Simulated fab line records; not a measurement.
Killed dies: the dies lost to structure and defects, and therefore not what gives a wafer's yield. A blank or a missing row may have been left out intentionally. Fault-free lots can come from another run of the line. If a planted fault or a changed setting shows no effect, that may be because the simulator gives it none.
Chamber matching / flow gf180mcu / GF_V2_CMP_04 on cmp-01: 4 sister chambers
The step polishes SiO2. 4 wafers are shown with their chamber, then 9 later ones without.

== WAFERS PAIRED WITH THEIR CHAMBERS ==
wafer=L926.2; chamber=1; motor current A (A)=13.3
wafer=L927.2; chamber=0; motor current A (A)=11.2
wafer=L927.4; chamber=2; motor current A (A)=11.9
wafer=L927.6; chamber=3; motor current A (A)=13.0

== WAFERS WHOSE CHAMBER IS MISSING ==
wafer=L928.2; motor current A (A)=12.9
wafer=L928.5; motor current A (A)=12.0
wafer=L928.6; motor current A (A)=13.4
wafer=L941.2; motor current A (A)=11.7
wafer=L941.3; motor current A (A)=12.2
wafer=L941.5; motor current A (A)=13.2
wafer=L942.2; motor current A (A)=10.6
wafer=L942.5; motor current A (A)=11.0
wafer=L942.6; motor current A (A)=11.7

== WHICH CHAMBER EACH WENT THROUGH ==
wafer=L928.2; from the rows above=can't be placed: 3 or 1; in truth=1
wafer=L928.5; from the rows above=2; in truth=2
wafer=L928.6; from the rows above=can't be placed: 1 or 3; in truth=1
wafer=L941.2; from the rows above=can't be placed: 2 or 0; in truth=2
wafer=L941.3; from the rows above=can't be placed: 2 or 3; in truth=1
wafer=L941.5; from the rows above=can't be placed: 1 or 3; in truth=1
wafer=L942.2; from the rows above=0; in truth=0
wafer=L942.5; from the rows above=0; in truth=0
wafer=L942.6; from the rows above=can't be placed: 2 or 0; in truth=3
Placed correctly: 3 of 9. Can't be placed from these rows: 6 (the true chamber is among the candidates in 4). Wrongly placed: 0.
How it was worked out, from the rows above alone: a wafer's distance from a chamber is the root of the sum, over the readings, of the square of ((its reading less the chamber's mean) divided by the reading's scatter). If the next closest chamber is less than 2 further off than the closest, the wafer can't be placed; otherwise it belongs to the closest. The mean given for a chamber averages the wafers shown for that chamber. The scatter: root of mean squared gap, hidden wafer to nearest shown wafer, with one shown wafer a chamber.
